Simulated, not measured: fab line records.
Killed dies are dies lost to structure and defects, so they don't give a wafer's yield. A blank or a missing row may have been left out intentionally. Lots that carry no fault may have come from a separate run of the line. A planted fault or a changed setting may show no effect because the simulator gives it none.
Chamber matching -- flow sky130 -- SKY_CAP2M_CVD_00 on pecvd-02 has 3 sister chambers
The step deposits SiO2, target thk 15.5 nm. 3 wafers are shown with their chamber, then 10 later ones without.

EACH WAFER AND ITS CHAMBER
wafer,chamber,heater-power-outer-w (W)
L083.4,1,405
L087.3,0,454
L090.3,2,417

WAFERS WITH NO CHAMBER GIVEN
wafer,heater-power-outer-w (W)
L090.5,460
L091.3,428
L091.4,504
L091.6,503
L094.1,483
L094.3,491
L094.5,482
L096.2,442
L096.3,380
L096.4,460

CHAMBER TAKEN BY EACH
wafer,from the rows above,in truth
L090.5,can't be placed: 0 or 2 or 1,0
L091.3,can't be placed: 2 or 1 or 0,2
L091.4,can't be placed: 0 or 2 or 1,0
L091.6,can't be placed: 0 or 2 or 1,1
L094.1,can't be placed: 0 or 2 or 1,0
L094.3,can't be placed: 0 or 2 or 1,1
L094.5,can't be placed: 0 or 2 or 1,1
L096.2,can't be placed: 0 or 2 or 1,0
L096.3,can't be placed: 1 or 2 or 0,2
L096.4,can't be placed: 0 or 2 or 1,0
Placed correctly: 0 of 10. Can't be placed from these rows: 10 (the true chamber is among the candidates in 10). Number placed wrongly: 0.
How it was worked out, from the rows above alone: a wafer's distance from a chamber is the root of the sum, over the readings, of the square of ((its reading less the chamber's mean) divided by the reading's scatter). If the next closest chamber is less than 2 further off than the closest, the wafer can't be placed; otherwise it belongs to the closest. The mean given for a chamber averages the wafers shown for that chamber. The scatter: root of mean squared gap, hidden wafer to nearest shown wafer, with one shown wafer a chamber.
